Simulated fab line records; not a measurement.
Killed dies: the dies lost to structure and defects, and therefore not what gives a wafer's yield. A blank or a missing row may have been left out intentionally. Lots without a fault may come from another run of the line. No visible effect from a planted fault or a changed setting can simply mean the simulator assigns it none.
Which of the tools did it?    flow gf180mcu    at 1 step of a route of 602, 12 lots with 36 wafers sampled

## WHAT EACH GAUGE READ, for each wafer
GF_VT_IMPLANT_OVL_MEAS_18.
lot   measured      on          VT_IMPLANT_01_OVL (nm)
L075  day 6 13:03   overlay-01  1.1 0.7 2.5
L077  day 7 01:33   overlay-01  1.4 0.7 0.7
L079  day 7 15:07   overlay-02  1.5 1.9 3.6
L081  day 8 02:40   overlay-02  -0.8 0.9 1.7
L083  day 8 17:52   overlay-01  -0.8 -1.4 -1.3
L085  day 9 05:47   overlay-02  1.7 0.3 1.7
L087  day 9 17:07   overlay-02  0.5 -2.2 2.5
L089  day 10 07:09  overlay-01  2.0 -0.5 1.1
L091  day 10 18:49  overlay-02  2.7 3.5 1.3
L093  day 11 09:00  overlay-01  0.4 -0.8 -1.0
L095  day 11 20:30  overlay-02  1.5 1.5 1.4
L097  day 12 07:34  overlay-02  0.9 0.0 -0.3

## WHAT TOOL EACH LOT RAN ON (gives the tool, then ch and the chambers of the sampled wafers, and finally the start)
The record holds no process step before these readings.

## THE ANSWER, worked out from the rows above alone
Rule: the usual values come from the lots themselves. The widest of any qualifying gaps counts: lots, ordered by their means at a reading, are off when they make up no more than a third of the lots, leave a main group of 4 or more, and stand apart from it by 3 or more times the standard deviation of that group's means. A main group is skipped when, at the precision printed for the reading in the tables above, its means are all equal. Also off: a lot with no number at a reading for which 4 or more lots have one. The other lots that the step has rows for count as sound.
Nothing can be told from this: no lot is off at any reading shown.

## WHAT HAD BEEN PUT IN BY THE SIMULATOR
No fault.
